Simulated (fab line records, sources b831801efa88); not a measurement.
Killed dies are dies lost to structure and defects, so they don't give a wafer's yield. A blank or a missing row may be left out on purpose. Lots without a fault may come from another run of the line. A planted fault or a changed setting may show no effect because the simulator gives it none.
Chamber matching | flow gf180mcu | GF_V5_CVD_02 on pecvd-03: 3 sister chambers
The step deposits SiO2 from TEOS, target thk 1450 nm, time 163.28 s. 14 wafers are shown with their chamber, then 7 later ones without.

WAFERS WITH THEIR CHAMBER
wafer  | chamber | heater_power_w (W) | rf_fwd_power_W (W)
L759.1 | 0       | 807                | 598.1
L759.3 | 1       | 558                | 597.4
L759.4 | 0       | 661                | 597.3
L760.2 | 0       | 842                | 597.0
L760.4 | 2       | 485                | 598.6
L760.5 | 1       | 595                | 596.3
L766.2 | 2       | 452                | 602.5
L766.4 | 2       | 480                | 600.5
L766.5 | 1       | 474                | 596.9
L772.1 | 1       | 496                | 598.2
L772.3 | 0       | 796                | 597.5
L772.6 | 1       | 576                | 593.9
L775.2 | 2       | 489                | 598.4
L775.5 | 2       | 402                | 600.6

SIGNATURES (means of the wafers above)
reading        | chamber 0 | chamber 1 | chamber 2 | scatter within a chamber
heater_power_w | 776.50    | 539.80    | 461.60    | 56.5
rf_fwd_power_W | 597.475   | 596.540   | 600.120   | 1.43
Rule: a wafer's distance from a chamber is the root of the sum, over the readings, of the square of ((its reading less the chamber's mean) divided by the reading's scatter). The wafer belongs to the nearest chamber; if the next one is less than 2 further off, it can't be placed. The scatter: the root of (the sum of the squares of (reading less its chamber's mean) over the shown wafers, divided by (wafers less chambers)).

WAFERS WITHOUT THEIR CHAMBER
wafer  | heater_power_w (W) | rf_fwd_power_W (W)
L775.6 | 595                | 593.9
L778.2 | 599                | 593.6
L778.4 | 504                | 597.8
L778.6 | 489                | 597.3
L780.1 | 802                | 599.2
L780.3 | 436                | 599.4
L780.5 | 501                | 598.5

WHICH CHAMBER EACH WENT THROUGH
wafer  | from the rows above     | in truth
L775.6 | can't be placed: 1 or 0 | 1
L778.2 | can't be placed: 1 or 0 | 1
L778.4 | can't be placed: 1 or 2 | 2
L778.6 | can't be placed: 1 or 2 | 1
L780.1 | 0                       | 0
L780.3 | 2                       | 2
L780.5 | can't be placed: 2 or 1 | 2
Placed correctly: 2 of 7. Can't be placed from these rows: 5 (the true chamber is among the candidates in 5). Placed wrongly: 0.
